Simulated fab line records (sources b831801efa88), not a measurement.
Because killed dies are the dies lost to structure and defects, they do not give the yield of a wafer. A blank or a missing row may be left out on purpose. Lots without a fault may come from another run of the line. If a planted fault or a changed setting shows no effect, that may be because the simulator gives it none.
Matching of chambers | flow sky130 | 3 sister chambers for SKY_CONTACT_CVD_00 on pecvd-04
The step deposits Si3N4, target thk 75 nm. 3 wafers are shown with their chamber, then 9 later ones without.

== WAFERS, EACH WITH ITS CHAMBER ==
wafer  | chamber | heater-power-outer-w (W)
L088.3 | 2       | 523
L091.2 | 1       | 486
L091.6 | 0       | 474

== WAFERS WHOSE CHAMBER IS MISSING ==
wafer  | heater-power-outer-w (W)
L093.2 | 518
L093.5 | 539
L093.6 | 448
L095.1 | 432
L095.2 | 504
L095.5 | 474
L096.2 | 443
L096.4 | 516
L096.5 | 478

== WHICH CHAMBER EACH ONE RAN IN ==
wafer  | from the rows above          | in truth
L093.2 | can't be placed: 2 or 1 or 0 | 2
L093.5 | can't be placed: 2 or 1      | 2
L093.6 | can't be placed: 0 or 1      | 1
L095.1 | can't be placed: 0 or 1      | 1
L095.2 | can't be placed: 1 or 2 or 0 | 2
L095.5 | can't be placed: 0 or 1      | 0
L096.2 | can't be placed: 0 or 1      | 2
L096.4 | can't be placed: 2 or 1 or 0 | 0
L096.5 | can't be placed: 0 or 1 or 2 | 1
Placed correctly: 0 of 9. Unplaceable from these rows: 9, with the true chamber sitting among the candidates in 8. Placed wrongly: 0.
How it was worked out, from the rows above alone: a wafer's distance from a chamber is the root of the sum, over the readings, of the square of ((its reading less the chamber's mean) divided by the reading's scatter). If the next closest chamber is less than 2 further off than the closest, the wafer can't be placed; otherwise it belongs to the closest. The mean given for a chamber averages the wafers shown for that chamber. The scatter: with one shown wafer a chamber, the root of the mean of the squares of how far each hidden wafer lies from its nearest shown one.
